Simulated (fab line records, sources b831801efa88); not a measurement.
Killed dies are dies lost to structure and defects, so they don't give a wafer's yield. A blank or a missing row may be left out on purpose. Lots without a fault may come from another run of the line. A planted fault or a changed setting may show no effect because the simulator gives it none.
Chamber matching | flow sfq_line | SFQ_TRILAYER_I3_CMP_CMP_082 on cmp-02: 4 sister chambers
The step polishes SiO2. 20 wafers are shown with their chamber, then 9 later ones without.

WAFERS WITH THEIR CHAMBER
wafer  | chamber | motor_current_A (A) | time_to_endpoint_s (s) | platen_rpm (rpm)
L134.2 | 2       | 10.2                | 216                    | 60.03
L134.4 | 3       | 11.5                | 223                    | 59.97
L134.6 | 2       | 10.5                | 220                    | 60.03
L135.1 | 1       | 8.7                 | 199                    | 60.01
L135.3 | 2       | 10.5                | 223                    | 59.96
L135.6 | 2       | 10.4                | 222                    | 59.97
L137.1 | 0       | 9.9                 | 223                    | 59.98
L137.3 | 3       | 11.7                | 215                    | 60.01
L137.5 | 0       | 9.4                 | 217                    | 59.97
L140.2 | 3       | 11.5                | 220                    | 60.06
L140.1 | 1       | 8.8                 | 208                    | 59.96
L140.6 | 0       | 10.2                | 228                    | 59.99
L142.1 | 0       | 9.8                 | 220                    | 60.03
L142.3 | 3       | 11.5                | 226                    | 59.98
L142.6 | 3       | 11.4                | 228                    | 59.97
L143.3 | 3       | 11.6                | 206                    | 59.97
L143.5 | 2       | 10.2                | 214                    | 59.98
L143.6 | 1       | 8.6                 | 211                    | 59.97
L144.1 | 2       | 10.3                | 208                    | 60.02
L144.2 | 3       | 11.4                | 210                    | 59.98

SIGNATURES (means of the wafers above)
reading            | chamber 0 | chamber 1 | chamber 2 | chamber 3 | scatter within a chamber
motor_current_A    | 9.825     | 8.700     | 10.350    | 11.514    | 0.179
time_to_endpoint_s | 222.00    | 206.00    | 217.17    | 218.29    | 6.68
platen_rpm         | 59.9925   | 59.9800   | 59.9983   | 59.9914   | 0.0309
Rule: a wafer's distance from a chamber is the root of the sum, over the readings, of the square of ((its reading less the chamber's mean) divided by the reading's scatter). The wafer belongs to the nearest chamber; if the next one is less than 2 further off, it can't be placed. The scatter: the root of (the sum of the squares of (reading less its chamber's mean) over the shown wafers, divided by (wafers less chambers)).

WAFERS WITHOUT THEIR CHAMBER
wafer  | motor_current_A (A) | time_to_endpoint_s (s) | platen_rpm (rpm)
L144.6 | 8.7                 | 213                    | 59.96
L145.2 | 10.0                | 237                    | 59.99
L145.5 | 11.7                | 214                    | 59.98
L145.6 | 10.5                | 228                    | 60.02
L155.4 | 10.1                | 223                    | 60.06
L155.6 | 10.2                | 223                    | 59.98
L156.2 | 11.2                | 212                    | 60.01
L156.5 | 10.8                | 223                    | 60.02
L156.6 | 10.9                | 220                    | 60.01

WHICH CHAMBER EACH WENT THROUGH
wafer  | from the rows above     | in truth
L144.6 | 1                       | 1
L145.2 | can't be placed: 0 or 2 | 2
L145.5 | 3                       | 3
L145.6 | 2                       | 2
L155.4 | can't be placed: 2 or 0 | 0
L155.6 | can't be placed: 2 or 0 | 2
L156.2 | 3                       | 3
L156.5 | can't be placed: 2 or 3 | 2
L156.6 | can't be placed: 2 or 3 | 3
Placed correctly: 4 of 9. Can't be placed from these rows: 5 (the true chamber is among the candidates in 5). Placed wrongly: 0.
